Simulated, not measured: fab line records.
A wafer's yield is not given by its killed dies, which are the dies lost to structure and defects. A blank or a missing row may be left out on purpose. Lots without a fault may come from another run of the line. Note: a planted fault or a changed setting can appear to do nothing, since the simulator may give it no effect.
The tool behind it: which one? | flow sky130 | 6 lots with 18 wafers sampled at 3 steps, on a route of 708 steps

## WHAT EACH GAUGE READ, for each wafer
SKY_NWELL_RS_MEAS_29: uses a four-point probe to measure.
lot  | measured     | on           | NWELL_RS (ohm/sq)
L338 | day 6 01:28  | filmMetro-04 | 625.9 626.8 624.8
L340 | day 6 11:32  | filmMetro-02 | 624.6 624.6 625.9
L343 | day 7 03:41  | filmMetro-04 | 628.5 627.3 627.9
L346 | day 7 19:41  | filmMetro-03 | 627.5 626.4 626.5
L354 | day 10 05:33 | filmMetro-03 | 602.5 603.6 603.8 603.1 604.0 604.1
L357 | day 10 18:58 | filmMetro-03 | 625.5 626.1 625.5

## TOOL THAT RAN EACH LOT (tool first, then ch and the chambers of the sampled wafers, then the start)
lot  | SKY_FIELD_ISO_CMP_27         | SKY_NWELL_IMPLANT_12
L338 | cmp-02 ch 0,1, day 3 00:26   | implanter-04 ch 0, day 5 07:02
L340 | cmp-01 ch 0,1,3, day 3 10:35 | implanter-01 ch 0, day 5 15:59
L343 | cmp-01 ch 0,1,2, day 4 00:41 | implanter-03 ch 0, day 6 07:45
L346 | cmp-02 ch 1,2, day 4 13:28   | implanter-03 ch 0, day 6 22:57
L354 | cmp-01 ch 0,3, day 6 10:55   | implanter-03 ch 0, day 9 05:41
L357 | cmp-01 ch 1,2,3, day 7 00:41 | implanter-04 ch 0, day 9 18:22
- SKY_FIELD_ISO_CMP_27: polishes, stops on Si3N4, t overpolish 16 s, target thk 457.8 nm.
- SKY_NWELL_IMPLANT_12

## THE ANSWER, worked out from the rows above alone
Rule: usual is defined by the lots themselves. The widest of any qualifying gaps counts: lots, ordered by their means at a reading, are off when they make up no more than a third of the lots, leave a main group of 4 or more, and stand apart from it by 3 or more times the standard deviation of that group's means. The tables above print the reading to a certain number of digits; a main group whose means all agree to those digits is not used. Also off: a lot with no number at a reading for which 4 or more lots have one. Where the step has rows for the other lots, those lots are counted as sound.
Off: L354, seen at SKY_NWELL_RS_MEAS_29 (NWELL_RS). The main group: mean 626.3 ohm/sq, standard deviation 1.
A tool fits if, at a process step before that reading, it ran every lot that is off, and no sound lot after the first of them. The gauges at SKY_NWELL_RS_MEAS_29 are tried like those tools. One candidate fits, namely implanter-03 at SKY_NWELL_IMPLANT_12. Its last sound lot is L346 (day 6 22:57), its first lot that is off L354 (day 9 05:41): a fault that began between those two fits.

## WHAT THE SIMULATOR HAD PUT IN
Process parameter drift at SKY_NWELL_IMPLANT_12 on implanter-03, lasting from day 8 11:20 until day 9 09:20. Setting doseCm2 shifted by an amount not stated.
Struck lots among those shown: L354. This agrees with what the rule above found.
